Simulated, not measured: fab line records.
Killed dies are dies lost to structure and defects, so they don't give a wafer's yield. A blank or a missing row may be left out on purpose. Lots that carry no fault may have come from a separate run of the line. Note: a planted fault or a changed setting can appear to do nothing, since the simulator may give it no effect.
Problem report in the 8D (eight disciplines) form, filled by code / flow sky130 / the parts of the form that need people (team, actions taken, sign-off) are left out

== 1. WHAT WENT WRONG ==
Wafers free of any fault read 5282 ohm/sq (standard deviation 20) for PWDE_RS at SKY_NWELL_RS_MEAS_31, against a mean of 5039 ohm/sq on 6 wafers of 2 lots. That puts it -12 standard deviations away from the usual mean.
The step: measures by four-point-probe.
Earliest sighting: wafer L537.1 on film-metro-03 at day 7 14:53. The record has a number at this step for 33 wafers belonging to 11 lots. Rule for "out" (also "out of limits"): further than 4 standard deviations from the usual mean. All remaining wafers that have a number are taken as sound.

== 2. WHAT IT IS, AND WHAT IT ISN'T ==
question=which readings at this step | is=PWDE_RS | is not=-
question=which lots | is=L537, L540 | is not=L528, L529, L534, L535, L542, L546, L548, L550, L551
question=which wafers of those lots | is=all that have a number | is not=-
question=read on which gauges | is=film-metro-01, film-metro-03 | is not=film-metro-04
question=when | is=from day 7 14:53 | is not=up to then (12 sound wafers); but 15 sound wafers of L542, L546, L548, L550, L551 came after

== 3. SUSPECTS, AND WHAT RULES EACH OUT ==
Counting: a tool at a process step up to the reading stays a suspect if it ran every lot that is out and no sound lot after the first of them.
- the gauge at SKY_NWELL_RS_MEAS_31 has been ruled out. The wafers that are out were read on 2 gauges (film-metro-01, film-metro-03).
- implanter-04 at SKY_PWDE_IMPLANT_08: kept. It processed each lot that is out, first L537 at day 5 23:15, and no sound lot thereafter; up to then, the last sound lot it processed was L535 at day 5 12:55. Its own dose-ions-cm2 readings are out on those wafers.
- plasma-asher-02 at SKY_PWDE_STRIP_09 (strips in O2/N2): ruled out as a lasting fault. The sound lots L542, L548, L551 went through it after L537, its earliest lot that is out (day 5 23:24).
Left after counting: implanter-04 at SKY_PWDE_IMPLANT_08.

== 4. THE CAUSE (what the simulator had put in) ==
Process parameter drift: implanter-04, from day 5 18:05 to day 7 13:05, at SKY_PWDE_IMPLANT_08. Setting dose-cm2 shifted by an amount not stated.
Only this tool survived the counting.

== 5. SEQUENCE OF EFFECTS, ordered by route ==
Rows list readings where the struck wafers' mean (over those with a number) sits beyond 3 standard deviations from the usual. Readings are gone through only where the record gives a usual standard deviation; hours: the median, over the lots, of the time from a lot's start at the first step in this table giving one to that lot's start at this step; sigmas: the change measured in usual standard deviations.
hours=0; step=SKY_PWDE_IMPLANT_08; reading=dose-ions-cm2; usual=3.6e+12; on struck wafers=3.8e+12; change=+2.3e+11; sigmas=+51
hours=41; step=SKY_NWELL_RS_MEAS_31; reading=PWDE_RS; usual=5282 ohm/sq; on struck wafers=5039; change=-243; sigmas=-12
The process steps in it:
- SKY_PWDE_IMPLANT_08
Later steps that measure or inspect, where all struck wafers having a row at the step show a number for every such reading and not one has moved that far: SKY_VT_ADJUST_LVTN_TW_MEAS_10.

== 6. WHAT WOULD HAVE CAUGHT IT SOONER ==
45 hours passed between the start of the fault at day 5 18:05 and the first reading out of limits at a measuring or inspecting step in this record, taken at day 7 14:53.
Tool's own readings at SKY_PWDE_IMPLANT_08, dose-ions-cm2: out on all struck wafers the step has rows for; an alarm limit on them would have tripped on the first.
Each of the lots that are out, 2 in all, had begun SKY_PWDE_IMPLANT_08 on implanter-04 no later than day 7 14:53. Tool hold at that time: it would have spared none of them.
